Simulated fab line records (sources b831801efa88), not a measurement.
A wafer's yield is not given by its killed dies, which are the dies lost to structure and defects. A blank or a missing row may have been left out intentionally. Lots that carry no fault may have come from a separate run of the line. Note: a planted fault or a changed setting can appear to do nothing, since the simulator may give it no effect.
What tool caused it?    flow sky130    11 lots, 33 wafers sampled, at 3 steps of a route of 708

WHAT EACH GAUGE READ, for each wafer
SKY_NWELL_THK_MEAS_02.
lot   measured     on            NWELL_OXIDATION_THK (nm)
L598  day 3 03:23  filmMetro-03  9.91 9.94 9.92
L599  day 3 10:04  filmMetro-03  9.93 9.81 9.99
L602  day 3 21:56  filmMetro-03  9.76 9.92 9.78
L605  day 4 23:41  filmMetro-03  9.88 9.53 9.73
L606  day 5 02:35  filmMetro-03  3.26 3.24 3.46
L607  day 5 03:59  filmMetro-03  3.55 3.27 3.26
L609  day 5 13:19  filmMetro-04  10.05 10.11 10.10
L610  day 5 17:54  filmMetro-03  9.89 9.95 9.95
L611  day 5 23:45  filmMetro-03  10.24 9.97 9.96
L613  day 6 09:28  filmMetro-01  9.86 9.86 9.77
L618  day 7 12:56  filmMetro-04  10.13 10.06 10.09

TOOL THAT RAN EACH LOT (tool first, then ch and the chambers of the sampled wafers, then the start)
lot   SKY_FIELD_ISO_ETCH_17           SKY_NWELL_OXIDATION_01
L598  rieSi-02 ch 1,2,3, day 2 19:36  furnace-02 ch 0, day 3 01:59
L599  rieSi-02 ch 0,3, day 3 03:05    furnace-02 ch 0, day 3 08:38
L602  rieSi-02 ch 0,2, day 3 16:08    furnace-02 ch 0, day 3 20:32
L605  rieSi-01 ch 0,2,3, day 4 09:23  furnace-02 ch 0, day 4 22:17
L606  rieSi-02 ch 0,1,2, day 4 14:08  furnace-02 ch 0, day 5 01:11
L607  rieSi-01 ch 0,2,3, day 4 18:14  furnace-02 ch 0, day 5 02:35
L609  rieSi-01 ch 1,3, day 5 05:15    furnace-01 ch 0, day 5 11:54
L610  rieSi-02 ch 0,1, day 5 11:05    furnace-01 ch 0, day 5 16:30
L611  rieSi-01 ch 1,2, day 5 16:41    furnace-01 ch 0, day 5 22:22
L613  rieSi-01 ch 0,1,2, day 6 03:18  furnace-01 ch 0, day 6 08:04
L618  rieSi-02 ch 1,2,3, day 7 05:24  furnace-01 ch 0, day 7 11:31
- SKY_FIELD_ISO_ETCH_17: etches Si in HBr/Cl2/O2, target depth 342 nm, time 97.7 s.
- SKY_NWELL_OXIDATION_01: stabilise 600 s, purge 300 s, target thk 10 nm.

THE ANSWER, worked out from the rows above alone
Rule: what is usual is taken from the lots themselves. Put in order of their means at a reading, lots are off if they are a third of the lots or fewer, leave a main group of 4 or more, and stand apart from it by a gap of 3 or more times the standard deviation of the main group's means; of several such gaps the widest counts. A main group is skipped when, at the precision printed for the reading in the tables above, its means are all equal. A lot without any number at a reading at which 4 lots or more have one is off too. Where the step has rows for the other lots, those lots are counted as sound.
Off: L606, L607, seen at SKY_NWELL_THK_MEAS_02 (NWELL_OXIDATION_THK). For the main group the mean is 9.93 nm and the standard deviation 0.12.
A tool fits if, at a process step before that reading, it ran every lot that is off, and no sound lot after the first of them. Those tools and the gauges at SKY_NWELL_THK_MEAS_02 are tried in the same way. One fits: furnace-02 at SKY_NWELL_OXIDATION_01. A fault onset in the window from L605 (day 4 22:17, its last sound lot) to L606 (day 5 01:11, its first lot off) fits.

WHAT HAD BEEN PUT IN BY THE SIMULATOR
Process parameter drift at SKY_NWELL_OXIDATION_01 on furnace-02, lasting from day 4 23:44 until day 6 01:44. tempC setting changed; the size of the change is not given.
Struck lots among those shown: L606, L607. Same finding as the rule above.
